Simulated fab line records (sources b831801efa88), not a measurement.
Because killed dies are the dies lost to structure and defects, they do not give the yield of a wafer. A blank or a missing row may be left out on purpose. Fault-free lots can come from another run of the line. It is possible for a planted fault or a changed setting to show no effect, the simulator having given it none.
Which tool is to blame? ; flow sky130 ; Sampling: 12 lots, 36 wafers, 5 of 708 route steps

== WHAT THE GAUGES READ, wafer by wafer ==
SKY_SD_N_RS_MEAS_17: a four-point-probe measurement.
lot;measured;on;SD_P_RS (ohm/sq)
L156;day 28 04:06;filmMetro-01;147.1 147.1 147.2
L157;day 28 21:41;filmMetro-03;147.0 147.5 147.8
L158;day 29 09:20;filmMetro-01;147.3 147.2 148.0
L160;day 29 13:50;filmMetro-03;147.6 147.3 147.2
L159;day 29 13:26;filmMetro-04;146.6 146.8 146.9
L161;day 30 10:52;filmMetro-03;146.8 147.8 147.3
L168;day 32 03:07;filmMetro-03;147.4 147.2 147.6
L169;day 32 06:52;filmMetro-01;147.1 147.0 146.7
L172;day 33 06:04;filmMetro-01;146.7 146.6 147.4
L174;day 34 05:32;filmMetro-04;147.1 147.3 147.5
L176;day 34 08:56;filmMetro-03;146.9 146.5 147.1
L178;day 35 00:44;filmMetro-03;147.0 147.2 146.9

SKY_SD_N_RS_MEAS_18: a four-point-probe measurement.
lot;measured;on;RES_XHIGH_RS (ohm/sq)
L156;day 28 04:13;filmMetro-01;334.4 335.2 334.0
L157;day 28 21:49;filmMetro-03;333.5 334.4 334.6
L158;day 29 09:28;filmMetro-01;333.8 334.9 333.5
L160;day 29 13:58;filmMetro-03;333.3 334.4 334.2
L159;day 29 13:34;filmMetro-04;332.1 332.0 330.6
L161;day 30 10:59;filmMetro-03;333.0 332.8 333.9
L168;day 32 03:14;filmMetro-03;335.9 334.5 334.7
L169;day 32 06:59;filmMetro-01;332.8 332.4 332.2
L172;day 33 06:11;filmMetro-01;332.4 332.1 332.3
L174;day 34 05:39;filmMetro-04;333.7 334.4 333.6
L176;day 34 09:03;filmMetro-03;333.0 334.0 333.2
L178;day 35 00:51;filmMetro-03;333.0 333.6 332.9

== TOOL THAT RAN EACH LOT (tool first, then ch and the chambers of the sampled wafers, then the start) ==
lot;SKY_VT_ADJUST_LVTN_COAT_02;SKY_VT_ADJUST_LVTN_STRIP_09;SKY_VT_ADJUST_NCORE_STRIP_10
L156;lithoTrack-01 ch 0, day 6 17:16;plasmaAsher-01 ch 0,1, day 7 02:49;plasmaAsher-04 ch 0,1, day 8 19:19
L157;lithoTrack-02 ch 0, day 7 07:50;plasmaAsher-01 ch 0,1, day 7 17:13;plasmaAsher-04 ch 0,1, day 9 11:22
L158;lithoTrack-02 ch 0, day 7 18:44;plasmaAsher-03 ch 0,1, day 8 05:52;plasmaAsher-04 ch 0,1, day 9 23:08
L160;lithoTrack-02 ch 0, day 7 20:48;plasmaAsher-02 ch 0,1, day 8 07:40;plasmaAsher-04 ch 0,1, day 10 03:34
L159;lithoTrack-01 ch 0, day 7 21:01;plasmaAsher-01 ch 0,1, day 8 07:51;plasmaAsher-04 ch 0,1, day 10 04:16
L161;lithoTrack-02 ch 0, day 8 10:15;plasmaAsher-01 ch 0,1, day 8 21:34;plasmaAsher-03 ch 0,1, day 10 17:20
L168;lithoTrack-01 ch 0, day 9 21:34;plasmaAsher-01 ch 0, day 10 09:46;plasmaAsher-03 ch 0,1, day 12 09:44
L169;lithoTrack-01 ch 0, day 10 00:23;plasmaAsher-03 ch 0,1, day 10 11:46;plasmaAsher-04 ch 0,1, day 12 11:47
L172;lithoTrack-03 ch 0, day 10 19:25;plasmaAsher-01 ch 0,1, day 11 08:32;plasmaAsher-02 ch 0,1, day 13 09:40
L174;lithoTrack-03 ch 0, day 11 16:19;plasmaAsher-03 ch 0,1, day 12 05:11;plasmaAsher-04 ch 0,1, day 14 07:40
L176;lithoTrack-03 ch 0, day 11 21:55;plasmaAsher-03 ch 0,1, day 12 10:41;plasmaAsher-03 ch 0,1, day 14 13:56
L178;lithoTrack-02 ch 0, day 12 07:50;plasmaAsher-02 ch 0,1, day 12 19:41;plasmaAsher-02 ch 0,1, day 14 22:17
- SKY_VT_ADJUST_LVTN_COAT_02: resist thk 3000 nm.
- SKY_VT_ADJUST_LVTN_STRIP_09: strips in O2/N2.
- SKY_VT_ADJUST_NCORE_STRIP_10: strips in O2/N2.

== WHAT THE TOOLS THEMSELVES READ (means of the sampled wafers that have a number; where no wafer has one, the mark that the record gives instead) ==
SKY_VT_ADJUST_LVTN_COAT_02.
lot;tool;resistLineTempC (C)
L156;lithoTrack-01;23.12
L157;lithoTrack-02;23.05
L158;lithoTrack-02;23.07
L160;lithoTrack-02;23.03
L159;lithoTrack-01;23.00
L161;lithoTrack-02;23.02
L168;lithoTrack-01;23.19
L169;lithoTrack-01;23.11
L172;lithoTrack-03;22.97
L174;lithoTrack-03;23.06
L176;lithoTrack-03;23.06
L178;lithoTrack-02;22.95

SKY_VT_ADJUST_LVTN_STRIP_09.
lot;tool;drypumpMotorCurrentA (A);oesProductAu (a.u.);stripTimeToEndpointS (s)
L156;plasmaAsher-01;6.0;0.724;37.05
L157;plasmaAsher-01;5.8;0.723;36.87
L158;plasmaAsher-03;6.2;0.724;36.91
L160;plasmaAsher-02;5.6;0.724;37.07
L159;plasmaAsher-01;5.7;0.719;37.09
L161;plasmaAsher-01;6.0;0.726;36.84
L168;plasmaAsher-01;5.5;0.724;35.24
L169;plasmaAsher-03;6.2;0.722;35.20
L172;plasmaAsher-01;5.7;0.722;37.01
L174;plasmaAsher-03;6.2;0.718;36.85
L176;plasmaAsher-03;6.2;0.725;36.99
L178;plasmaAsher-02;5.6;0.723;37.01

SKY_VT_ADJUST_NCORE_STRIP_10.
lot;tool;drypumpMotorCurrentA (A);oesProductAu (a.u.);stripTimeToEndpointS (s)
L156;plasmaAsher-04;5.6;0.719;14.21
L157;plasmaAsher-04;5.8;0.718;14.16
L158;plasmaAsher-04;5.6;0.718;14.18
L160;plasmaAsher-04;5.8;0.710;14.15
L159;plasmaAsher-04;5.5;0.722;14.19
L161;plasmaAsher-03;6.3;0.715;14.17
L168;plasmaAsher-03;6.4;0.715;14.16
L169;plasmaAsher-04;5.8;0.715;14.15
L172;plasmaAsher-02;5.6;0.715;14.09
L174;plasmaAsher-04;5.6;0.714;14.18
L176;plasmaAsher-03;6.2;0.714;14.19
L178;plasmaAsher-02;5.6;0.713;14.14

== THE ANSWER, worked out from the rows above alone ==
Rule: the usual values come from the lots themselves. The widest of any qualifying gaps counts: lots, ordered by their means at a reading, are off when they make up no more than a third of the lots, leave a main group of 4 or more, and stand apart from it by 3 or more times the standard deviation of that group's means. A main group is skipped when, at the precision printed for the reading in the tables above, its means are all equal. A lot without any number at a reading at which 4 lots or more have one is off too. Where the step has rows for the other lots, those lots are counted as sound. First the gauges in route order, then the tools' own readings, where a lot's mean is used as printed above. At the first step where some lot is off, the reading lying furthest off is the one used; lots without a number count as furthest.
Off, at SKY_VT_ADJUST_LVTN_STRIP_09 on stripTimeToEndpointS: L168, L169. Main group: mean 36.97 s, sd 0.089.
A tool fits if, at that step or a process step before it, it ran every lot that is off, and no sound lot after the first of them. One fits: lithoTrack-01 at SKY_VT_ADJUST_LVTN_COAT_02. Its last sound lot is L159 (day 7 21:01), its first lot that is off L168 (day 9 21:34): a fault that began between those two fits.

== WHAT HAD BEEN PUT IN BY THE SIMULATOR ==
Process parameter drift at SKY_VT_ADJUST_LVTN_COAT_02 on lithoTrack-01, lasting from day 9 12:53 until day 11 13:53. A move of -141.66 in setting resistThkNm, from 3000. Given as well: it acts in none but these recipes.
Struck lots among those shown: L168, L169. Same finding as the rule above.
